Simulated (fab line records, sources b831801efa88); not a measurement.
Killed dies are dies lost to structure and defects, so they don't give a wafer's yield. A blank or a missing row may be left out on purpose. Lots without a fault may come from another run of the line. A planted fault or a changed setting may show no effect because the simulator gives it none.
Which tool did it? | flow sky130 | 11 lots, 33 wafers sampled, at 5 steps of a route of 708

WHAT THE GAUGES READ, wafer by wafer
SKY_SONOS_ONO_THK_MEAS_05. Usual: SONOS_ONO_CVD_04_THK 5.76 nm, standard deviation 0.12.
lot  | measured     | on            | SONOS_ONO_CVD_04_THK (nm) | flag
L564 | day 13 07:46 | film_metro-01 | 5.77 5.85 5.76            |
L565 | day 13 19:15 | film_metro-04 | 7.75 7.77 7.71            | OFF
L566 | day 14 00:10 | film_metro-04 | 7.84 7.78 7.82            | OFF
L567 | day 14 06:58 | film_metro-03 | 7.66 7.68 7.57            | OFF
L574 | day 16 11:27 | film_metro-01 | 5.73 5.68 5.62            |
L575 | day 17 04:31 | film_metro-04 | 5.88 5.83 5.91            |
L576 | day 17 10:19 | film_metro-04 | 5.86 5.75 5.70            |
L577 | day 17 11:34 | film_metro-04 | 5.91 5.89 5.81            |
L578 | day 17 22:25 | film_metro-04 | 5.77 5.79 5.84            |
L580 | day 18 14:11 | film_metro-04 | 5.57 5.58 5.72            |
L581 | day 18 19:34 | film_metro-03 | 5.62 5.55 5.54            |

SKY_SONOS_ONO_OVL_MEAS_14. Usual: SONOS_ONO_OVL 1.4 nm, standard deviation 1.4.
lot  | measured     | on         | SONOS_ONO_OVL (nm) | flag
L564 | day 14 09:19 | overlay-01 | 0.1 1.4 2.1        |
L565 | day 14 20:49 | overlay-01 | 2.1 3.0 3.8        |
L566 | day 15 02:56 | overlay-02 | 3.5 1.1 2.7        |
L567 | day 15 10:02 | overlay-02 | 1.2 0.0 2.7        |
L574 | day 17 17:13 | overlay-01 | 0.9 2.3 0.6        |
L575 | day 18 10:02 | overlay-01 | 3.0 2.2 2.9        |
L576 | day 18 15:36 | overlay-02 | -0.3 0.6 -0.7      |
L577 | day 18 17:42 | overlay-02 | 2.2 -0.3 -0.3      |
L578 | day 19 05:19 | overlay-01 | 2.9 2.1 0.3        |
L580 | day 19 21:26 | overlay-02 | 0.3 1.0 -0.7       |
L581 | day 20 02:57 | overlay-02 | 0.5 2.9 2.1        |

SKY_GATE_OXIDE_TW_MEAS_14. Usual: GATE_OXIDE_TW 223.9, standard deviation 1.
lot  | measured     | on            | GATE_OXIDE_TW     | flag
L564 | day 15 15:08 | film_metro-01 | 225.5 224.9 225.5 |
L565 | day 16 04:05 | film_metro-01 | 224.5 223.6 224.8 |
L566 | day 16 09:29 | film_metro-03 | 224.3 223.2 223.2 |
L567 | day 16 17:01 | film_metro-01 | 226.0 225.0 225.3 |
L574 | day 19 03:20 | film_metro-03 | 223.1 224.6 223.8 |
L575 | day 19 19:51 | film_metro-01 | 224.5 224.6 224.7 |
L576 | day 20 00:56 | film_metro-03 | 224.3 222.9 223.4 |
L577 | day 20 05:26 | film_metro-03 | 223.3 224.1 223.8 |
L578 | day 20 15:05 | film_metro-01 | 225.8 224.9 225.0 |
L580 | day 21 07:32 | film_metro-03 | 225.2 224.6 223.7 |
L581 | day 21 12:25 | film_metro-03 | 222.8 224.0 223.9 |

WHICH TOOL RAN EACH LOT (tool, then ch and the chambers of the sampled wafers, then the start)
lot  | SKY_VT_ADJUST_HVTP_STRIP_10          | SKY_SONOS_ONO_CVD_04
L564 | plasma_asher-04 ch 0,1, day 7 12:50  | lpcvd-03 ch 1, day 13 06:31
L565 | plasma_asher-04 ch 0,1, day 7 18:55  | lpcvd-03 ch 1, day 13 17:21
L566 | plasma_asher-03 ch 0,1, day 8 01:08  | lpcvd-03 ch 1, day 13 22:53
L567 | plasma_asher-03 ch 0,1, day 8 06:52  | lpcvd-03 ch 1, day 14 05:41
L574 | plasma_asher-02 ch 0,1, day 10 01:16 | lpcvd-03 ch 0, day 16 10:11
L575 | plasma_asher-04 ch 0,1, day 10 13:17 | lpcvd-03 ch 0, day 17 03:14
L576 | plasma_asher-03 ch 0,1, day 10 17:11 | lpcvd-03 ch 0, day 17 09:04
L577 | plasma_asher-04 ch 0,1, day 10 17:50 | lpcvd-03 ch 0, day 17 10:19
L578 | plasma_asher-04 ch 0,1, day 11 03:01 | lpcvd-03 ch 1, day 17 21:09
L580 | plasma_asher-02 ch 0,1, day 11 13:43 | lpcvd-03 ch 0, day 18 12:55
L581 | plasma_asher-02 ch 0,1, day 11 18:59 | lpcvd-03 ch 0, day 18 18:19
- SKY_VT_ADJUST_HVTP_STRIP_10: strips in O2/N2.
- SKY_SONOS_ONO_CVD_04: deposits SiO2 from SiH4/N2O, target thk 5.7199 nm.

WHAT THE TOOLS THEMSELVES READ (means of the sampled wafers that have a number; where no wafer has one, the mark that the record gives instead)
SKY_VT_ADJUST_HVTP_STRIP_10. Usual: drypump_motor_current_A 6.1 A, standard deviation 0.5; oes_product_au 0.716 a.u., standard deviation 0.0048; strip_time_to_endpoint_s 14.19 s, standard deviation 0.044.
lot  | tool            | drypump_motor_current_A (A) | oes_product_au (a.u.) | strip_time_to_endpoint_s (s) | flag
L564 | plasma_asher-04 | 5.8                         | 0.714                 | 14.13                        |
L565 | plasma_asher-04 | 5.8                         | 0.713                 | 14.21                        |
L566 | plasma_asher-03 | 6.4                         | 0.717                 | 14.19                        |
L567 | plasma_asher-03 | 6.4                         | 0.711                 | 14.17                        |
L574 | plasma_asher-02 | 5.8                         | 0.715                 | 14.24                        |
L575 | plasma_asher-04 | 5.8                         | 0.715                 | 14.18                        |
L576 | plasma_asher-03 | 6.4                         | 0.715                 | 14.18                        |
L577 | plasma_asher-04 | 6.2                         | 0.716                 | 14.21                        |
L578 | plasma_asher-04 | 5.8                         | 0.714                 | 14.14                        |
L580 | plasma_asher-02 | 5.8                         | 0.714                 | 14.16                        |
L581 | plasma_asher-02 | 5.6                         | 0.715                 | 14.28                        |

SKY_SONOS_ONO_CVD_04. Usual: spike_tc_bottom_C 917.0 C, standard deviation 1.1; spike_tc_centre_C 899.4 C, standard deviation 0.98; spike_tc_lower_C 899.6 C, standard deviation 0.99; spike_tc_top_C 911 C, standard deviation 4.5; spike_tc_upper_C 899.9 C, standard deviation 1; susceptor_temp_C 899.9 C, standard deviation 0.4; zone_power_centre_pct 18.57 %, standard deviation 0.24; zone_power_lower_pct 18.81 %, standard deviation 0.18; zone_power_upper_pct 16.9 %, standard deviation 1.2.
lot  | tool     | spike_tc_bottom_C (C) | spike_tc_centre_C (C) | spike_tc_lower_C (C) | spike_tc_top_C (C) | spike_tc_upper_C (C) | susceptor_temp_C (C) | zone_power_centre_pct (%) | zone_power_lower_pct (%) | zone_power_upper_pct (%) | flag
L564 | lpcvd-03 | 918.3                 | 899.5                 | 898.7                | 914                | 900.0                | 899.6                | 18.91                     | 18.88                    | 15.4                     |
L565 | lpcvd-03 | 936.1                 | 917.1                 | 916.9                | 932                | 917.4                | 917.9                | 19.73                     | 19.47                    | 16.3                     | OFF
L566 | lpcvd-03 | 936.4                 | 917.8                 | 916.8                | 933                | 917.5                | 916.8                | 19.74                     | 19.80                    | 16.1                     | OFF
L567 | lpcvd-03 | 935.4                 | 917.3                 | 916.5                | 932                | 917.9                | 917.7                | 19.78                     | 19.66                    | 16.3                     | OFF
L574 | lpcvd-03 | 916.6                 | 899.4                 | 900.4                | 907                | 900.2                | 900.3                | 18.43                     | 18.85                    | 17.8                     |
L575 | lpcvd-03 | 917.5                 | 900.7                 | 898.9                | 907                | 900.1                | 899.8                | 18.35                     | 18.81                    | 17.8                     |
L576 | lpcvd-03 | 916.7                 | 900.2                 | 900.2                | 908                | 899.5                | 900.2                | 18.40                     | 18.75                    | 17.8                     |
L577 | lpcvd-03 | 917.0                 | 899.4                 | 899.4                | 906                | 900.3                | 900.4                | 18.46                     | 18.65                    | 18.0                     |
L578 | lpcvd-03 | 918.2                 | 899.7                 | 899.0                | 916                | 899.8                | 899.8                | 18.73                     | 18.81                    | 15.4                     |
L580 | lpcvd-03 | 916.8                 | 898.0                 | 899.2                | 908                | 900.1                | 900.0                | 18.33                     | 18.83                    | 17.7                     |
L581 | lpcvd-03 | 916.8                 | 899.5                 | 900.4                | 906                | 900.0                | 900.0                | 18.55                     | 18.85                    | 17.9                     |

THE ANSWER, worked out from the rows above alone
Rule: a lot is off if the mean of its wafers that have a number lies more than 3 standard deviations from the usual mean. A lot without any number at a reading at which 4 lots or more have one is off too. The other lots that the step has rows for count as sound. The gauges are gone through in route order, then the tools' own readings, and for those a lot's mean is taken as printed above. The first step at which some lot is off is used, and at that step the reading that is off furthest; a lot without a number counts as furthest.
Off: L565, L566, L567, at SKY_SONOS_ONO_THK_MEAS_05 (SONOS_ONO_CVD_04_THK).
A tool fits if, at a process step before that reading, it ran every lot that is off, and no sound lot after the first of them. The gauges at SKY_SONOS_ONO_THK_MEAS_05 aren't tried: what is off there is off at SKY_SONOS_ONO_CVD_04 too, on other tools, and a gauge's error can't cause that. None of those tried fits.

WHAT THE SIMULATOR HAD PUT IN
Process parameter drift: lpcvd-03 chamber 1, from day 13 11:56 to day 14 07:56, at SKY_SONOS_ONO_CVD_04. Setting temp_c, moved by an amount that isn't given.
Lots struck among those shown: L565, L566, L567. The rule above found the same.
